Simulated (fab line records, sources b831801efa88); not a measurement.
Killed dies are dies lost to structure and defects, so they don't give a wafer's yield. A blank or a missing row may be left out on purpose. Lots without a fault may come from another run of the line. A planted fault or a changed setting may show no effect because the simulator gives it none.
A struck lot beside a sound one | flow gf180mcu | 15 steps out of a route of 602
Sound: wafers L111.1, L111.2, L111.3. Struck: wafers L128.2, L128.5, L128.6. The cause comes at the end.
At each step with rows: each side's tool, then ch and its chambers, then its first start. Under that, the readings that differ: sound wafers | struck wafers | difference of the means | sigmas: that difference in standard deviations of wafers without a fault.
alike: readings whose means differ by less than 2 such deviations, and words and numbers that are the same on both sides. not compared: withheld readings, readings that some wafer has no value for, bounds like >300 that may hide the same value, and numbers for which the record gives no deviation and whose values overlap.
The two part at a step that has a row with sigmas, a row that says differs or no value, or rows on one side only. Numbers that don't overlap but have no deviation are shown without sigmas and don't part them. A reading that every wafer of one side lacks parts them only if that side has two wafers or more.

GF_DUAL_GATE_STRIP_13: strips in O2/N2.
  sound on plasma_asher-03 ch 0,1, day 9 04:51; struck on plasma_asher-03 ch 0,1, day 14 03:47
  alike: drypump_motor_current_A, heater_power_w, oes_product_au, strip_time_to_endpoint_s
  not compared: rf_hours_counter_h
then, 3 steps without rows for these wafers: GF_DUAL_GATE_CLEAN_14 (cleans in SC1/SC2, time 150 s); GF_DUAL_GATE_OXIDATION_15 (stabilise 600 s, purge 300 s, target thk 7.098 nm); GF_POLY_GATE_CVD_00 (deposits poly-Si, target thk 200 nm, time 1200 s).
GF_POLY_GATE_THK_MEAS_01:
  sound on film_metro-03, day 9 07:53; struck on film_metro-03, day 14 10:43
  reading                   | sound             | struck            | difference | sigmas
  POLY_GATE_CVD_00_THK (nm) | 198.7 199.0 200.1 | 202.7 204.2 204.4 | +4.5       | +2
then, 7 steps without rows for these wafers: GF_POLY_GATE_DEHYDRATE_02 (time 60 s); GF_POLY_GATE_HMDS_03 (prime time 60 s); GF_POLY_GATE_COAT_04; GF_POLY_GATE_COAT_05 (resist thk 700 nm); GF_POLY_GATE_SOFTBAKE_06 (time 60 s); GF_POLY_GATE_EXPOSE_07 (exposes mask Poly2, target cd 280 nm); GF_POLY_GATE_PEB_08 (peb time 90 s).
GF_POLY_GATE_DEVELOP_09: develop time 60 s.
  sound on litho_track-02 ch 0, day 10 01:03; struck on litho_track-03 ch 0, day 15 07:42
  reading              | sound             | struck            | difference | sigmas
  developer_temp_C (C) | 20.84 20.95 21.15 | 21.84 21.82 21.90 | +0.87      | +9
  alike: resist_line_temp_C
GF_POLY_GATE_CD_MEAS_10: target cd 280 nm.
  sound on cd_sem-01, day 10 01:12; struck on cd_sem-02, day 15 07:51
  alike: cd_nm
GF_PASSIVATION_PROBE_99:
  the record has rows for the sound wafers here (prober-02, day 30 02:41) and none for the struck ones

WHERE THEY PART
First at GF_POLY_GATE_THK_MEAS_01; last, within this record, at GF_PASSIVATION_PROBE_99.

WHY: what the simulator had put in
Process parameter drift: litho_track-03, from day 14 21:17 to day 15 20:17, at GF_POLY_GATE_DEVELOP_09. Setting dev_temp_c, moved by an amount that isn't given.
